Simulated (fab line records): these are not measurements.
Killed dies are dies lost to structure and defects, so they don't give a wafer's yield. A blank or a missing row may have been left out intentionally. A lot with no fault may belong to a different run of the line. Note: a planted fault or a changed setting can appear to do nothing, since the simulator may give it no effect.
The tool behind it: which one? / flow sky130 / 36 wafers from 12 lots sampled at 5 of the route's 708 steps

## WHAT EACH GAUGE READ, for each wafer
The record holds no reading of a measuring or inspecting step that can be judged against a usual standard deviation.

## WHAT TOOL EACH LOT RAN ON (gives the tool, then ch and the chambers of the sampled wafers, and finally the start)
lot=L451; SKY_VIA3_STRIP_16=plasma_asher-04 ch 0,1, day 40 03:56; SKY_METAL4_SPUTTER_00=pvd_sputter-01, day 40 05:20; SKY_METAL5_SPUTTER_00=pvd_sputter-01, day 43 08:22; SKY_METAL5_SPUTTER_01=pvd_sputter-01, day 43 08:23; SKY_PAD_OPEN_PROBE_99=prober-01, day 46 07:27
lot=L452; SKY_VIA3_STRIP_16=plasma_asher-01 ch 1, day 40 20:59; SKY_METAL4_SPUTTER_00=pvd_sputter-01, day 40 22:19; SKY_METAL5_SPUTTER_00=pvd_sputter-01, day 44 10:45; SKY_METAL5_SPUTTER_01=pvd_sputter-01, day 44 10:46; SKY_PAD_OPEN_PROBE_99=prober-01, day 47 05:21
lot=L454; SKY_VIA3_STRIP_16=plasma_asher-04 ch 0,1, day 40 23:34; SKY_METAL4_SPUTTER_00=pvd_sputter-02, day 41 00:52; SKY_METAL5_SPUTTER_00=pvd_sputter-04, day 44 10:25; SKY_METAL5_SPUTTER_01=pvd_sputter-04, day 44 10:26; SKY_PAD_OPEN_PROBE_99=prober-02, day 47 04:35
lot=L453; SKY_VIA3_STRIP_16=plasma_asher-03 ch 0,1, day 41 02:53; SKY_METAL4_SPUTTER_00=pvd_sputter-02, day 41 04:23; SKY_METAL5_SPUTTER_00=pvd_sputter-03, day 44 11:04; SKY_METAL5_SPUTTER_01=pvd_sputter-03, day 44 11:05; SKY_PAD_OPEN_PROBE_99=prober-02, day 47 05:56
lot=L456; SKY_VIA3_STRIP_16=plasma_asher-04 ch 0,1, day 41 12:11; SKY_METAL4_SPUTTER_00=pvd_sputter-02, day 41 13:26; SKY_METAL5_SPUTTER_00=pvd_sputter-03, day 44 14:28; SKY_METAL5_SPUTTER_01=pvd_sputter-03, day 44 14:29; SKY_PAD_OPEN_PROBE_99=prober-01, day 47 08:14
lot=L458; SKY_VIA3_STRIP_16=plasma_asher-01 ch 0,1, day 41 23:47; SKY_METAL4_SPUTTER_00=pvd_sputter-02, day 42 01:26; SKY_METAL5_SPUTTER_00=pvd_sputter-01, day 45 01:58; SKY_METAL5_SPUTTER_01=pvd_sputter-01, day 45 01:59; SKY_PAD_OPEN_PROBE_99=prober-02, day 47 23:10
lot=L459; SKY_VIA3_STRIP_16=plasma_asher-01 ch 0,1, day 42 03:44; SKY_METAL4_SPUTTER_00=pvd_sputter-02, day 42 05:00; SKY_METAL5_SPUTTER_00=pvd_sputter-04, day 45 06:03; SKY_METAL5_SPUTTER_01=pvd_sputter-04, day 45 06:04; SKY_PAD_OPEN_PROBE_99=prober-01, day 48 00:34
lot=L460; SKY_VIA3_STRIP_16=plasma_asher-01 ch 0,1, day 42 19:26; SKY_METAL4_SPUTTER_00=pvd_sputter-02, day 42 20:53; SKY_METAL5_SPUTTER_00=pvd_sputter-04, day 45 19:53; SKY_METAL5_SPUTTER_01=pvd_sputter-04, day 45 19:54; SKY_PAD_OPEN_PROBE_99=prober-02, day 48 09:58
lot=L461; SKY_VIA3_STRIP_16=plasma_asher-04 ch 0,1, day 42 22:53; SKY_METAL4_SPUTTER_00=pvd_sputter-02, day 43 00:35; SKY_METAL5_SPUTTER_00=pvd_sputter-04, day 45 23:05; SKY_METAL5_SPUTTER_01=pvd_sputter-04, day 45 23:06; SKY_PAD_OPEN_PROBE_99=prober-01, day 48 17:56
lot=L463; SKY_VIA3_STRIP_16=plasma_asher-01 ch 0,1, day 43 11:08; SKY_METAL4_SPUTTER_00=pvd_sputter-04, day 43 12:26; SKY_METAL5_SPUTTER_00=pvd_sputter-03, day 46 12:42; SKY_METAL5_SPUTTER_01=pvd_sputter-03, day 46 12:43; SKY_PAD_OPEN_PROBE_99=prober-02, day 49 04:10
lot=L466; SKY_VIA3_STRIP_16=plasma_asher-03 ch 0,1, day 44 08:47; SKY_METAL4_SPUTTER_00=pvd_sputter-01, day 44 10:05; SKY_METAL5_SPUTTER_00=pvd_sputter-03, day 47 08:49; SKY_METAL5_SPUTTER_01=pvd_sputter-03, day 47 08:51; SKY_PAD_OPEN_PROBE_99=prober-02, day 49 19:08
lot=L474; SKY_VIA3_STRIP_16=plasma_asher-01 ch 0,1, day 46 03:08; SKY_METAL4_SPUTTER_00=pvd_sputter-01, day 46 08:30; SKY_METAL5_SPUTTER_00=pvd_sputter-04, day 48 20:52; SKY_METAL5_SPUTTER_01=pvd_sputter-04, day 48 20:53; SKY_PAD_OPEN_PROBE_99=prober-02, day 51 00:04
- SKY_VIA3_STRIP_16: strips in O2/N2.
- SKY_METAL4_SPUTTER_00: material Ti, target thk 15 nm, time 10 s.
- SKY_METAL5_SPUTTER_00: material Ti, target thk 15 nm, time 10 s.
- SKY_METAL5_SPUTTER_01: material TiN, target thk 20 nm, time 16.7 s.
- SKY_PAD_OPEN_PROBE_99

## AS READ BY THE TOOLS THEMSELVES (means over the sampled wafers that have a number; for cases with no such wafer, the mark the record gives instead)
SKY_VIA3_STRIP_16.
lot=L451; tool=plasma_asher-04; chamber_pressure_mTorr (mTorr)=1500.4; drypump_motor_current_A (A)=5.7; oes_product_au (a.u.)=0.409; strip_time_to_endpoint_s (s)=4.130
lot=L452; tool=plasma_asher-01; chamber_pressure_mTorr (mTorr)=1499.0; drypump_motor_current_A (A)=6.1; oes_product_au (a.u.)=0.404; strip_time_to_endpoint_s (s)=4.147
lot=L454; tool=plasma_asher-04; chamber_pressure_mTorr (mTorr)=1499.1; drypump_motor_current_A (A)=5.5; oes_product_au (a.u.)=0.398; strip_time_to_endpoint_s (s)=4.127
lot=L453; tool=plasma_asher-03; chamber_pressure_mTorr (mTorr)=1500.3; drypump_motor_current_A (A)=5.9; oes_product_au (a.u.)=0.401; strip_time_to_endpoint_s (s)=4.117
lot=L456; tool=plasma_asher-04; chamber_pressure_mTorr (mTorr)=1501.2; drypump_motor_current_A (A)=5.5; oes_product_au (a.u.)=0.405; strip_time_to_endpoint_s (s)=4.152
lot=L458; tool=plasma_asher-01; chamber_pressure_mTorr (mTorr)=1501.3; drypump_motor_current_A (A)=6.2; oes_product_au (a.u.)=0.405; strip_time_to_endpoint_s (s)=4.153
lot=L459; tool=plasma_asher-01; chamber_pressure_mTorr (mTorr)=1501.2; drypump_motor_current_A (A)=6.2; oes_product_au (a.u.)=0.400; strip_time_to_endpoint_s (s)=4.159
lot=L460; tool=plasma_asher-01; chamber_pressure_mTorr (mTorr)=1500.7; drypump_motor_current_A (A)=6.2; oes_product_au (a.u.)=0.397; strip_time_to_endpoint_s (s)=4.112
lot=L461; tool=plasma_asher-04; chamber_pressure_mTorr (mTorr)=1500.4; drypump_motor_current_A (A)=5.7; oes_product_au (a.u.)=0.399; strip_time_to_endpoint_s (s)=4.106
lot=L463; tool=plasma_asher-01; chamber_pressure_mTorr (mTorr)=1500.4; drypump_motor_current_A (A)=6.2; oes_product_au (a.u.)=0.402; strip_time_to_endpoint_s (s)=4.129
lot=L466; tool=plasma_asher-03; chamber_pressure_mTorr (mTorr)=1498.9; drypump_motor_current_A (A)=5.9; oes_product_au (a.u.)=0.398; strip_time_to_endpoint_s (s)=4.131
lot=L474; tool=plasma_asher-01; chamber_pressure_mTorr (mTorr)=1499.7; drypump_motor_current_A (A)=6.2; oes_product_au (a.u.)=0.406; strip_time_to_endpoint_s (s)=4.144

SKY_METAL4_SPUTTER_00.
lot=L451; tool=pvd_sputter-01; throttle_valve_pct (%)=29.9
lot=L452; tool=pvd_sputter-01; throttle_valve_pct (%)=30.6
lot=L454; tool=pvd_sputter-02; throttle_valve_pct (%)=30.0
lot=L453; tool=pvd_sputter-02; throttle_valve_pct (%)=30.3
lot=L456; tool=pvd_sputter-02; throttle_valve_pct (%)=29.8
lot=L458; tool=pvd_sputter-02; throttle_valve_pct (%)=29.5
lot=L459; tool=pvd_sputter-02; throttle_valve_pct (%)=29.7
lot=L460; tool=pvd_sputter-02; throttle_valve_pct (%)=29.8
lot=L461; tool=pvd_sputter-02; throttle_valve_pct (%)=29.9
lot=L463; tool=pvd_sputter-04; throttle_valve_pct (%)=30.0
lot=L466; tool=pvd_sputter-01; throttle_valve_pct (%)=30.8
lot=L474; tool=pvd_sputter-01; throttle_valve_pct (%)=30.6

SKY_METAL5_SPUTTER_00.
lot=L451; tool=pvd_sputter-01; throttle_valve_pct (%)=29.4
lot=L452; tool=pvd_sputter-01; throttle_valve_pct (%)=30.0
lot=L454; tool=pvd_sputter-04; throttle_valve_pct (%)=29.5
lot=L453; tool=pvd_sputter-03; throttle_valve_pct (%)=30.0
lot=L456; tool=pvd_sputter-03; throttle_valve_pct (%)=30.0
lot=L458; tool=pvd_sputter-01; throttle_valve_pct (%)=30.1
lot=L459; tool=pvd_sputter-04; throttle_valve_pct (%)=30.7
lot=L460; tool=pvd_sputter-04; throttle_valve_pct (%)=29.8
lot=L461; tool=pvd_sputter-04; throttle_valve_pct (%)=31.2
lot=L463; tool=pvd_sputter-03; throttle_valve_pct (%)=29.2
lot=L466; tool=pvd_sputter-03; throttle_valve_pct (%)=30.0
lot=L474; tool=pvd_sputter-04; throttle_valve_pct (%)=30.4

SKY_METAL5_SPUTTER_01.
lot=L451; tool=pvd_sputter-01; throttle_valve_pct (%)=29.1
lot=L452; tool=pvd_sputter-01; throttle_valve_pct (%)=30.0
lot=L454; tool=pvd_sputter-04; throttle_valve_pct (%)=29.7
lot=L453; tool=pvd_sputter-03; throttle_valve_pct (%)=29.9
lot=L456; tool=pvd_sputter-03; throttle_valve_pct (%)=30.0
lot=L458; tool=pvd_sputter-01; throttle_valve_pct (%)=30.4
lot=L459; tool=pvd_sputter-04; throttle_valve_pct (%)=30.6
lot=L460; tool=pvd_sputter-04; throttle_valve_pct (%)=29.8
lot=L461; tool=pvd_sputter-04; throttle_valve_pct (%)=30.9
lot=L463; tool=pvd_sputter-03; throttle_valve_pct (%)=29.3
lot=L466; tool=pvd_sputter-03; throttle_valve_pct (%)=29.9
lot=L474; tool=pvd_sputter-04; throttle_valve_pct (%)=30.5

SKY_PAD_OPEN_PROBE_99.
lot=L451; tool=prober-01; defect_limited_yield (%)=82.6; killed_at_M0_to_M3=47; killed_at_M4_up=3.7; killed_at_contacts=22; killed_at_front_end=12; killed_at_other=1.0; killed_dies=85; killed_open=41; killed_short=44; sort_bin_3_pad_short (%)=0.9; sort_bin_5_function (%)=9.7; sort_bin_6_memory (%)=6.8; sort_n_pass=407; sort_yield_pct (%)=82.6
lot=L452; tool=prober-01; defect_limited_yield (%)=82.3; killed_at_M0_to_M3=36; killed_at_M4_up=3.0; killed_at_contacts=27; killed_at_front_end=20; killed_at_other=0.3; killed_dies=87; killed_open=49; killed_short=37; sort_bin_3_pad_short (%)=0.9; sort_bin_5_function (%)=10.1; sort_bin_6_memory (%)=6.6; sort_n_pass=405; sort_yield_pct (%)=82.3
lot=L454; tool=prober-02; defect_limited_yield (%)=80.3; killed_at_M0_to_M3=49; killed_at_M4_up=3.7; killed_at_contacts=30; killed_at_front_end=14; killed_at_other=0.3; killed_dies=97; killed_open=52; killed_short=45; sort_bin_3_pad_short (%)=1.1; sort_bin_5_function (%)=10.8; sort_bin_6_memory (%)=7.8; sort_n_pass=395; sort_yield_pct (%)=80.3
lot=L453; tool=prober-02; defect_limited_yield (%)=80.9; killed_at_M0_to_M3=46; killed_at_M4_up=1.7; killed_at_contacts=30; killed_at_front_end=16; killed_at_other=0.0; killed_dies=94; killed_open=51; killed_short=42; sort_bin_3_pad_short (%)=1.1; sort_bin_5_function (%)=10.8; sort_bin_6_memory (%)=7.2; sort_n_pass=398; sort_yield_pct (%)=80.9
lot=L456; tool=prober-01; defect_limited_yield (%)=84.2; killed_at_M0_to_M3=33; killed_at_M4_up=2.0; killed_at_contacts=30; killed_at_front_end=12; killed_at_other=0.7; killed_dies=78; killed_open=47; killed_short=30; sort_bin_3_pad_short (%)=0.9; sort_bin_5_function (%)=8.2; sort_bin_6_memory (%)=6.6; sort_n_pass=414; sort_yield_pct (%)=84.2
lot=L458; tool=prober-02; defect_limited_yield (%)=84.3; killed_at_M0_to_M3=36; killed_at_M4_up=5.0; killed_at_contacts=21; killed_at_front_end=15; killed_at_other=0.0; killed_dies=77; killed_open=45; killed_short=32; sort_bin_3_pad_short (%)=0.7; sort_bin_5_function (%)=10.1; sort_bin_6_memory (%)=4.8; sort_n_pass=415; sort_yield_pct (%)=84.3
lot=L459; tool=prober-01; defect_limited_yield (%)=81.8; killed_at_M0_to_M3=51; killed_at_M4_up=2.7; killed_at_contacts=24; killed_at_front_end=11; killed_at_other=0.3; killed_dies=90; killed_open=46; killed_short=43; sort_bin_3_pad_short (%)=0.3; sort_bin_5_function (%)=11.1; sort_bin_6_memory (%)=6.8; sort_n_pass=402; sort_yield_pct (%)=81.8
lot=L460; tool=prober-02; defect_limited_yield (%)=81.8; killed_at_M0_to_M3=46; killed_at_M4_up=3.7; killed_at_contacts=25; killed_at_front_end=14; killed_at_other=0.7; killed_dies=90; killed_open=49; killed_short=41; sort_bin_3_pad_short (%)=0.9; sort_bin_5_function (%)=11.0; sort_bin_6_memory (%)=6.4; sort_n_pass=402; sort_yield_pct (%)=81.8
lot=L461; tool=prober-01; defect_limited_yield (%)=75.7; killed_at_M0_to_M3=85; killed_at_M4_up=2.0; killed_at_contacts=18; killed_at_front_end=15; killed_at_other=0.0; killed_dies=120; killed_open=40; killed_short=29; sort_bin_3_pad_short (%)=3.7; sort_bin_5_function (%)=14.3; sort_bin_6_memory (%)=6.3; sort_n_pass=372; sort_yield_pct (%)=75.7
lot=L463; tool=prober-02; defect_limited_yield (%)=83.3; killed_at_M0_to_M3=41; killed_at_M4_up=2.0; killed_at_contacts=23; killed_at_front_end=17; killed_at_other=0.0; killed_dies=82; killed_open=46; killed_short=37; sort_bin_3_pad_short (%)=0.9; sort_bin_5_function (%)=9.4; sort_bin_6_memory (%)=6.4; sort_n_pass=410; sort_yield_pct (%)=83.3
lot=L466; tool=prober-02; defect_limited_yield (%)=83.9; killed_at_M0_to_M3=40; killed_at_M4_up=5.7; killed_at_contacts=20; killed_at_front_end=13; killed_at_other=0.7; killed_dies=79; killed_open=38; killed_short=40; sort_bin_3_pad_short (%)=0.6; sort_bin_5_function (%)=10.1; sort_bin_6_memory (%)=5.4; sort_n_pass=413; sort_yield_pct (%)=83.9
lot=L474; tool=prober-02; defect_limited_yield (%)=84.1; killed_at_M0_to_M3=39; killed_at_M4_up=3.0; killed_at_contacts=24; killed_at_front_end=12; killed_at_other=0.0; killed_dies=78; killed_open=39; killed_short=38; sort_bin_3_pad_short (%)=0.8; sort_bin_5_function (%)=9.4; sort_bin_6_memory (%)=5.8; sort_n_pass=414; sort_yield_pct (%)=84.1

## THE ANSWER, worked out from the rows above alone
Rule: the usual values come from the lots themselves. Put in order of their means at a reading, lots are off if they are a third of the lots or fewer, leave a main group of 4 or more, and stand apart from it by a gap of 3 or more times the standard deviation of the main group's means; of several such gaps the widest counts. The tables above print the reading to a certain number of digits; a main group whose means all agree to those digits is not used. Also off: a lot with no number at a reading for which 4 or more lots have one. The other lots that the step has rows for count as sound. After the gauges, taken in route order, come the tools' own readings; for these a lot's mean is taken, as printed above. At the first step where some lot is off, the reading lying furthest off is the one used; lots without a number count as furthest.
Off, at SKY_PAD_OPEN_PROBE_99 on sort_bin_3_pad_short: L461. Main group: mean 0.8 %, sd 0.22.
A tool fits if, at that step or a process step before it, it ran every lot that is off, and no sound lot after the first of them. Can't be told from this: 3 tools fit, plasma_asher-04 at SKY_VIA3_STRIP_16, pvd_sputter-02 at SKY_METAL4_SPUTTER_00, prober-01 at SKY_PAD_OPEN_PROBE_99.

## WHAT THE SIMULATOR PUT IN
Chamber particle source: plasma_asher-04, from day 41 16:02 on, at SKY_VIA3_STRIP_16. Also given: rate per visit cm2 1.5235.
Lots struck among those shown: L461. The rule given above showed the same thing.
